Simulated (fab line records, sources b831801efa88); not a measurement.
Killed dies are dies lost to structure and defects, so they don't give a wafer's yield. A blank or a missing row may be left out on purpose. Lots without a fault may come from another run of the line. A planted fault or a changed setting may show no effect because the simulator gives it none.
Which tool did it? | flow gf180mcu | 13 lots, 39 wafers sampled, at 4 steps of a route of 602

WHAT THE GAUGES READ, wafer by wafer
GF_V1_CD_MEAS_14: target cd 260 nm.
lot  | measured     | on        | cd_nm (nm)
L498 | day 18 04:52 | cd_sem-02 | 260.6 261.4 261.3
L499 | day 18 06:37 | cd_sem-02 | 261.7 261.0 260.0
L500 | day 18 22:21 | cd_sem-02 | 261.5 260.5 261.0
L501 | day 19 16:46 | cd_sem-01 | 260.0 259.3 258.8
L503 | day 20 07:19 | cd_sem-02 | 260.7 260.4 258.6
L504 | day 20 13:58 | cd_sem-01 | 258.2 259.3 257.6
L505 | day 20 22:57 | cd_sem-01 | 260.1 260.2 260.6
L511 | day 23 01:23 | cd_sem-02 | 258.9 258.9 258.5
L516 | day 24 18:52 | cd_sem-01 | 258.6 258.1 258.5
L517 | day 24 20:18 | cd_sem-01 | 259.8 259.5 260.6
L519 | day 25 15:33 | cd_sem-02 | 260.4 258.9 259.2
L520 | day 25 16:13 | cd_sem-02 | 259.6 258.9 259.6
L521 | day 26 00:09 | cd_sem-01 | 264.0 261.2 263.1

WHICH TOOL RAN EACH LOT (tool, then ch and the chambers of the sampled wafers, then the start)
lot  | GF_POLY_GATE_ETCH_12               | GF_CONTACT_ETCH_16                 | GF_M1_SPUTTER_00
L498 | rie_diel-04 ch 0,2,3, day 9 06:22  | rie_diel-04 ch 0,1, day 16 04:21   | pvd_sputter-04, day 16 05:30
L499 | rie_diel-01 ch 2,3, day 9 10:25    | rie_diel-02 ch 0,1,2, day 16 06:52 | pvd_sputter-03, day 16 08:01
L500 | rie_diel-04 ch 0,1, day 9 18:07    | rie_diel-02 ch 0,1,2, day 16 20:42 | pvd_sputter-03, day 16 21:50
L501 | rie_diel-04 ch 1,2,3, day 10 09:04 | rie_diel-04 ch 0,3, day 17 13:45   | pvd_sputter-03, day 17 14:54
L503 | rie_diel-04 ch 2,3, day 10 19:28   | rie_diel-02 ch 0,2,3, day 18 03:48 | pvd_sputter-02, day 18 04:57
L504 | rie_diel-01 ch 1,2, day 11 03:49   | rie_diel-02 ch 0,1,2, day 18 11:19 | pvd_sputter-03, day 18 12:28
L505 | rie_diel-01 ch 0,2, day 11 07:34   | rie_diel-03 ch 1,2,3, day 18 19:40 | pvd_sputter-03, day 18 20:49
L511 | rie_diel-03 ch 0,1, day 13 01:33   | rie_diel-03 ch 0,1,2, day 20 23:25 | pvd_sputter-04, day 21 00:33
L516 | rie_diel-01 ch 0,2,3, day 14 14:33 | rie_diel-02 ch 0,1,2, day 22 19:24 | pvd_sputter-02, day 22 20:49
L517 | rie_diel-04 ch 0,2, day 14 18:22   | rie_diel-03 ch 1,3, day 22 21:40   | pvd_sputter-03, day 22 22:55
L519 | rie_diel-03 ch 2,3, day 15 11:21   | rie_diel-03 ch 0,1,3, day 23 17:19 | pvd_sputter-04, day 23 18:27
L520 | rie_diel-04 ch 2,3, day 15 15:31   | rie_diel-02 ch 0,3, day 23 17:43   | pvd_sputter-02, day 23 18:52
L521 | rie_diel-03 ch 0,2,3, day 15 23:34 | rie_diel-02 ch 2,3, day 24 02:24   | pvd_sputter-04, day 24 03:41
- GF_POLY_GATE_ETCH_12: etches BARC in N2/H2.
- GF_CONTACT_ETCH_16: etches BARC in N2/H2.
- GF_M1_SPUTTER_00: material Ti, target thk 37.5 nm, time 150 s.

WHAT THE TOOLS THEMSELVES READ (means of the sampled wafers that have a number; where no wafer has one, the mark that the record gives instead)
GF_POLY_GATE_ETCH_12.
lot  | tool        | drypump_motor_current_A (A) | h2_flow_sccm (sccm) | oes_product_au (a.u.) | rf_fwd_power_W (W) | throttle_valve_pct (%)
L498 | rie_diel-04 | 5.9                         | 200.0               | 0.733                 | 496.0              | 13.218
L499 | rie_diel-01 | 5.2                         | 199.9               | 0.735                 | 496.0              | 13.212
L500 | rie_diel-04 | 6.3                         | 200.8               | 0.734                 | 495.0              | 13.213
L501 | rie_diel-04 | 5.9                         | 200.3               | 0.739                 | 496.7              | 13.211
L503 | rie_diel-04 | 5.6                         | 199.9               | 0.735                 | 496.9              | 13.204
L504 | rie_diel-01 | 5.3                         | 199.9               | 0.736                 | 496.2              | 13.217
L505 | rie_diel-01 | 5.2                         | 200.1               | 0.736                 | 493.5              | 13.223
L511 | rie_diel-03 | 5.5                         | 199.5               | 0.733                 | 496.1              | 13.210
L516 | rie_diel-01 | 5.1                         | 200.0               | 0.732                 | 468.7              | 13.203
L517 | rie_diel-04 | 5.7                         | 200.5               | 0.733                 | 496.7              | 13.202
L519 | rie_diel-03 | 5.3                         | 200.2               | 0.736                 | 494.4              | 13.216
L520 | rie_diel-04 | 5.6                         | 199.9               | 0.733                 | 496.7              | 13.210
L521 | rie_diel-03 | 5.4                         | 200.2               | 0.738                 | 495.7              | 13.216

GF_CONTACT_ETCH_16.
lot  | tool        | drypump_motor_current_A (A) | h2_flow_sccm (sccm) | oes_product_au (a.u.) | rf_fwd_power_W (W) | throttle_valve_pct (%)
L498 | rie_diel-04 | 6.3                         | 200.3               | 0.847                 | 495.1              | 13.224
L499 | rie_diel-02 | 5.9                         | 200.4               | 0.850                 | 494.0              | 13.218
L500 | rie_diel-02 | 5.9                         | 200.9               | 0.855                 | 494.5              | 13.229
L501 | rie_diel-04 | 6.0                         | 200.0               | 0.856                 | 495.4              | 13.223
L503 | rie_diel-02 | 5.9                         | 200.0               | 0.848                 | 493.6              | 13.219
L504 | rie_diel-02 | 5.9                         | 200.6               | 0.856                 | 494.1              | 13.221
L505 | rie_diel-03 | 5.3                         | 199.9               | 0.850                 | 492.7              | 13.231
L511 | rie_diel-03 | 5.3                         | 200.1               | 0.855                 | 494.7              | 13.228
L516 | rie_diel-02 | 5.9                         | 200.0               | 0.857                 | 494.9              | 13.223
L517 | rie_diel-03 | 5.4                         | 200.6               | 0.856                 | 494.4              | 13.224
L519 | rie_diel-03 | 5.5                         | 199.5               | 0.856                 | 495.6              | 13.221
L520 | rie_diel-02 | 6.1                         | 200.2               | 0.857                 | 494.2              | 13.225
L521 | rie_diel-02 | 5.8                         | 199.7               | 0.853                 | 494.5              | 13.223

GF_M1_SPUTTER_00.
lot  | tool           | throttle_valve_pct (%)
L498 | pvd_sputter-04 | 29.5
L499 | pvd_sputter-03 | 29.1
L500 | pvd_sputter-03 | 29.1
L501 | pvd_sputter-03 | 29.1
L503 | pvd_sputter-02 | 30.3
L504 | pvd_sputter-03 | 28.8
L505 | pvd_sputter-03 | 28.6
L511 | pvd_sputter-04 | 29.6
L516 | pvd_sputter-02 | 30.8
L517 | pvd_sputter-03 | 28.7
L519 | pvd_sputter-04 | 30.3
L520 | pvd_sputter-02 | 29.8
L521 | pvd_sputter-04 | 30.0

THE ANSWER, worked out from the rows above alone
Rule: what is usual is taken from the lots themselves. Put in order of their means at a reading, lots are off if they are a third of the lots or fewer, leave a main group of 4 or more, and stand apart from it by a gap of 3 or more times the standard deviation of the main group's means; of several such gaps the widest counts. A main group whose means are all the same, to the digits that the tables above print for the reading, isn't used. A lot without any number at a reading at which 4 lots or more have one is off too. The other lots that the step has rows for count as sound. The gauges are gone through in route order, then the tools' own readings, and for those a lot's mean is taken as printed above. The first step at which some lot is off is used, and at that step the reading that is off furthest; a lot without a number counts as furthest.
Off: L516, at GF_POLY_GATE_ETCH_12 (rf_fwd_power_W). The main group: mean 495.8 W, standard deviation 0.99.
A tool fits if, at that step or a process step before it, it ran every lot that is off, and no sound lot after the first of them. One fits: rie_diel-01 at GF_POLY_GATE_ETCH_12. Its last sound lot is L505 (day 11 07:34), its first lot that is off L516 (day 14 14:33): a fault that began between those two fits.
The tool's own readings at GF_POLY_GATE_ETCH_12 bear it out: on the lots that are off they differ by more than 5 times the standard deviation of the sound lots' means. rf_fwd_power_W reads 468.7 W there against 495.8 W on the sound lots.

WHAT THE SIMULATOR HAD PUT IN
Process parameter drift: rie_diel-01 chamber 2, from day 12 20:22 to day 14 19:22, at GF_POLY_GATE_ETCH_12. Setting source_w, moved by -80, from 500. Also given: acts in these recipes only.
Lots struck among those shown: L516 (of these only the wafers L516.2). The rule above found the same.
